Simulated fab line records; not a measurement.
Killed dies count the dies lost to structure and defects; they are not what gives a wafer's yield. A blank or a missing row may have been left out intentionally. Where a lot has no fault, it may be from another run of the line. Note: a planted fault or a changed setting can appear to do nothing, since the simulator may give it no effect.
Chamber matching | flow gf180mcu | 4 sister chambers for GF_STI_CMP_25 on cmp-02
The step polishes, stops on Si3N4, t overpolish 33 s, target thk 524.6 nm. 4 wafers are shown with their chamber, then 8 later ones without.

EACH WAFER AND ITS CHAMBER
wafer  | chamber | motorCurrentA (A)
L170.4 | 3       | 11.5
L177.4 | 2       | 11.2
L177.5 | 1       | 14.2
L182.1 | 0       | 11.5

WAFERS MISSING THEIR CHAMBER
wafer  | motorCurrentA (A)
L182.4 | 11.2
L182.5 | 11.2
L187.3 | 11.9
L187.4 | 13.2
L187.6 | 10.6
L189.1 | 10.8
L189.5 | 10.7
L189.6 | 11.4

WHICH CHAMBER EACH ONE RAN IN
wafer  | from the rows above          | in truth
L182.4 | can't be placed: 2 or 0 or 3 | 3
L182.5 | can't be placed: 2 or 0 or 3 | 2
L187.3 | can't be placed: 0 or 3 or 2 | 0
L187.4 | can't be placed: 1 or 0 or 3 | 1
L187.6 | can't be placed: 2 or 0 or 3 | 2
L189.1 | can't be placed: 2 or 0 or 3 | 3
L189.5 | can't be placed: 2 or 0 or 3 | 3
L189.6 | can't be placed: 0 or 3 or 2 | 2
Correct placement for 0 of the 8. Can't be placed from these rows: 8 (the true chamber is among the candidates in 8). Number placed wrongly: 0.
How it was worked out, from the rows above alone: a wafer's distance from a chamber is the root of the sum, over the readings, of the square of ((its reading less the chamber's mean) divided by the reading's scatter). If the next closest chamber is less than 2 further off than the closest, the wafer can't be placed; otherwise it belongs to the closest. Each chamber's mean is taken over the wafers shown for it. The scatter: root of mean squared gap, hidden wafer to nearest shown wafer, with one shown wafer a chamber.
